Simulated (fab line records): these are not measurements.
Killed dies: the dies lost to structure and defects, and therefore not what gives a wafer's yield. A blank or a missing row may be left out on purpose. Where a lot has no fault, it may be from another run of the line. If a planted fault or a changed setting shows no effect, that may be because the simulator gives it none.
The same fault as seen by 2 desks    flow gf180mcu    what lay behind the numbers comes last; until then each desk has only its own

== METROLOGY DESK ==
What the gauges read, lot by lot, whatever tool the lot ran on: means of the sampled wafers that have a number. Any lot whose mean is over 4 standard deviations away from the usual mean is out of limits and marked OUT; that distance is given in the brackets.
Columns: A = VT_IMPLANT_03_OVL at GF_VT_IMPLANT_OVL_MEAS_40, usual 1.5 nm; B = cd nm at GF_HV_LDD_CD_MEAS_07, usual 400.3 nm; C = HV_LDD_02_OVL at GF_HV_LDD_OVL_MEAS_32, usual 1.6 nm
lot   first seen here  A    B      C
L963  day 8 14:38      0.9  401.6  1.8
L964  day 8 20:35      0.9  398.2  0.5
L966  day 9 08:41      1.2  398.3  2.6
L971  day 10 21:32     2.1  402.7  0.5
L972  day 11 09:28     0.3  403.2  0.6
L973  day 11 12:53     0.9  400.3  0.8
L974  day 11 17:32     1.7  402.4  1.3
L976  day 12 07:08     2.0  401.2  3.6
L978  day 12 19:08     1.5  399.4  1.5
L979  day 13 03:44     2.2  398.8  1.2
L980  day 13 11:16     2.2  400.9  1.5
L981  day 13 19:20     2.6  400.7  1.3
L982  day 14 02:31     1.9  401.9  2.4
Result from this desk: across the 13 lots, nothing is out of limits.

== TOOL OWNER'S DESK, litho track-01 ==
The tool's own readings at GF_HV_LDD_COAT_14 (resist thk 1000 nm): means of the sampled wafers that have a number, for each lot that ran on this tool. Any lot whose mean is over 4 standard deviations away from the usual mean is out of limits and marked OUT; that distance is given in the brackets.
Columns: A = resist line temp C at GF_HV_LDD_COAT_14, usual 22.99 C; B = spin speed rpm at GF_HV_LDD_COAT_14, usual 3000.0 rpm
lot   first seen here  A      B
L963  day 11 11:53     22.87  2999.0
L966  day 12 08:26     22.98  3110.1 (+61) OUT
L971  day 14 03:06     23.09  3113.0 (+63) OUT
L980  day 17 00:50     22.99  3000.5
Finding of this desk: L966, L971 out of limits; the first was L966 at day 12 08:26, on spin speed rpm at GF_HV_LDD_COAT_14. In limits: L963, L980.

== TAKEN TOGETHER ==
An alarm could have come from the tool owner's desk at day 12 08:26, on L966, L971.
The metrology desk saw nothing out of limits.
The metrology desk has L966, L971 on record, within its limits.
All the named lots went through GF_HV_LDD_COAT_14 on litho track-01.

== WHAT WAS PUT IN BY THE SIMULATOR ==
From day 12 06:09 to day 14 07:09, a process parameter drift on litho track-01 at GF_HV_LDD_COAT_14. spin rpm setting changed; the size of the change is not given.
Shown lots that were struck: L966, L971.
Delay in hours, fault start to first out-of-limits reading, by desk: the tool owner's desk at 2.
